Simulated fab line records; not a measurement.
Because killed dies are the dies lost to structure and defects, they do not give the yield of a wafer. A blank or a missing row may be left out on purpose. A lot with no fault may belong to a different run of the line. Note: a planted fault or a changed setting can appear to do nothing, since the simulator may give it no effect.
The same fault as seen by 2 desks | flow gf180mcu | every desk sees just its own numbers, and what lay behind them comes last

== METROLOGY DESK ==
What the gauges read for every lot (on any tool): the sampled wafers with a number, averaged. Any lot whose mean is over 4 standard deviations away from the usual mean is out of limits and marked OUT; that distance is given in the brackets.
Columns: A = V1_OVL at GF_V1_OVL_MEAS_15, usual -2 nm; B = M3_ALCU_THK at GF_M3_THK_MEAS_06, usual 452 nm
lot  | first seen here | A   | B
L880 | day 18 07:33    | -2  | 451
L882 | day 19 02:01    | -6  | 445
L883 | day 19 08:47    | -1  | 448
L884 | day 20 00:20    | -3  | -
L885 | day 20 02:59    | -5  | -
L887 | day 20 15:45    | 2   | 449
L890 | day 22 03:13    | -4  | 448
L895 | day 23 19:10    | 4   | 452
L896 | day 24 02:24    | 7   | 457
L898 | day 24 17:29    | -4  | 459
L899 | day 24 19:44    | -2  | 459
L901 | day 25 12:44    | 4   | 456
L902 | day 25 20:13    | -11 | 454
L903 | day 26 07:58    | -4  | 452
This desk found nothing out of limits on any of the 14 lots.

== TOOL OWNER'S DESK, cmp-02 ==
The tool's own readings at GF_V2_CMP_26 (polishes, stops on SiO2, t overpolish 15 s, target thk 0 nm): means of the sampled wafers that have a number, for each lot that ran on this tool. Any lot whose mean is over 4 standard deviations away from the usual mean is out of limits and marked OUT; that distance is given in the brackets.
Columns: A = edgeZonePressureFrac at GF_V2_CMP_26, usual 1.000; B = headPressurePsi at GF_V2_CMP_26, usual 3.499 psi; C = motorCurrentA at GF_V2_CMP_26, usual 11.2 A; D = overpolishRunS at GF_V2_CMP_26, usual 15.001 s; E = timeToEndpointS at GF_V2_CMP_26, usual 86 s
lot  | first seen here | A     | B     | C    | D      | E
L880 | day 20 12:15    | 1.000 | 3.490 | 11.0 | 14.997 | 85
L883 | day 21 12:45    | 0.995 | 3.497 | 11.6 | 15.002 | 81
L890 | day 24 05:34    | 0.999 | 3.495 | 11.1 | 15.001 | 87
L898 | day 26 15:37    | 0.998 | 3.498 | 11.1 | 15.000 | 87
L899 | day 26 18:54    | 0.999 | 3.505 | 11.3 | 14.997 | 90
L901 | day 27 10:02    | 0.997 | 3.497 | 11.4 | 15.016 | 86
L902 | day 27 17:16    | 0.997 | 3.503 | 10.8 | 14.996 | 86
This desk found nothing out of limits on any of the 7 lots.

== TAKEN TOGETHER ==
Metrology desk: nothing out of limits seen.
The desk of the tool owner found nothing out of limits.

== WHAT THE SIMULATOR PUT IN ==
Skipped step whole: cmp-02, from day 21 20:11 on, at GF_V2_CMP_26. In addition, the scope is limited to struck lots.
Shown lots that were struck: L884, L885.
